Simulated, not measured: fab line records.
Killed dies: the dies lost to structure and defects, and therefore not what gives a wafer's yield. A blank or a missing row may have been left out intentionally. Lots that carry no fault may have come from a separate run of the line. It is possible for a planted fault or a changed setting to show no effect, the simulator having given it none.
Code-filled problem report in 8D (eight disciplines) form / flow gf180mcu / the parts of the form that need people (team, actions taken, sign-off) are left out

== 1. THE PROBLEM ==
At GF_DNWELL_STRIP_08, platen temp c averages 261.17 C over 4 wafers from 2 lots, while fault-free wafers read 249.97 C, standard deviation 0.19. That is +59 standard deviations from the usual mean.
The step: strips in O2/N2.
The first sign was on wafer L457.1 at day 6 12:55, on plasma asher-04. Wafers with a number at this step in the record: 39, from 13 lots. Rule for "out", or "out of limits": more than 4 standard deviations from the usual mean. All remaining wafers that have a number are taken as sound.

== 2. WHAT IT IS, AND WHAT IT ISN'T ==
question=which readings at this step | is=platen temp c, oes product au, strip time to endpoint s | is not=drypump motor current A, heater power w
question=which lots | is=L457, L458 | is not=L443, L444, L445, L448, L449, L450, L454, L460, L461, L462, L463
question=which wafers of those lots | is=L457.1, L457.6, L458.2, L458.6 | is not=L457.4, L458.1
question=read on which tools | is=plasma asher-04 | is not=plasma asher-01, plasma asher-03
question=when | is=from day 6 12:55 | is not=up to then (22 sound wafers); but 13 sound wafers of L458, L460, L461, L462, L463 came after

== 3. THE SUSPECTS, EACH WITH WHAT RULES IT OUT ==
Counting: a tool at a process step up to the reading stays a suspect if it ran every lot that is out. Sound lots after the first of them don't rule it out here, since some wafers of a struck lot are sound.
- plasma asher-04 at GF_DNWELL_STRIP_08 (strips in O2/N2): kept. It processed each lot that is out (first: L457, day 6 12:55); up to then, its last sound lot is L448 (day 4 13:07). Its own readings are out on those wafers: oes product au, platen temp c, strip time to endpoint s.
- Within plasma asher-04 at GF_DNWELL_STRIP_08, the wafers that are out were processed in chamber 0 and their sound lot-mates in chamber 1.
After counting, what remains is plasma asher-04 at GF_DNWELL_STRIP_08.

== 4. THE CAUSE (what the simulator had put in) ==
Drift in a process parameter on plasma asher-04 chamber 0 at GF_DNWELL_STRIP_08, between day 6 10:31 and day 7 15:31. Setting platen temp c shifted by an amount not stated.
Counting left only this tool.

== 5. SEQUENCE OF EFFECTS, ordered by route ==
Each row: a reading whose mean over the struck wafers that have a number lies more than 3 standard deviations from the usual. Readings are gone through only where the record gives a usual standard deviation; hours: the median, over the lots, of the time from a lot's start at the first step in this table giving one to that lot's start at this step; sigmas: the change measured in usual standard deviations.
hours=0; step=GF_DNWELL_STRIP_08; reading=oes product au; usual=0.722 a.u.; on struck wafers=0.831; change=+0.109; sigmas=+25
hours=0; step=GF_DNWELL_STRIP_08; reading=platen temp c; usual=249.97 C; on struck wafers=261.17; change=+11.20; sigmas=+59
hours=0; step=GF_DNWELL_STRIP_08; reading=strip time to endpoint s; usual=37.01 s; on struck wafers=30.33; change=-6.68; sigmas=-56
Process steps it contains:
- GF_DNWELL_STRIP_08: strips in O2/N2.

== 6. HOW IT WOULD HAVE BEEN CAUGHT EARLIER ==
In this record no reading fell out of limits until day 6 12:55, 2 hours after the fault had begun at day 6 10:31.
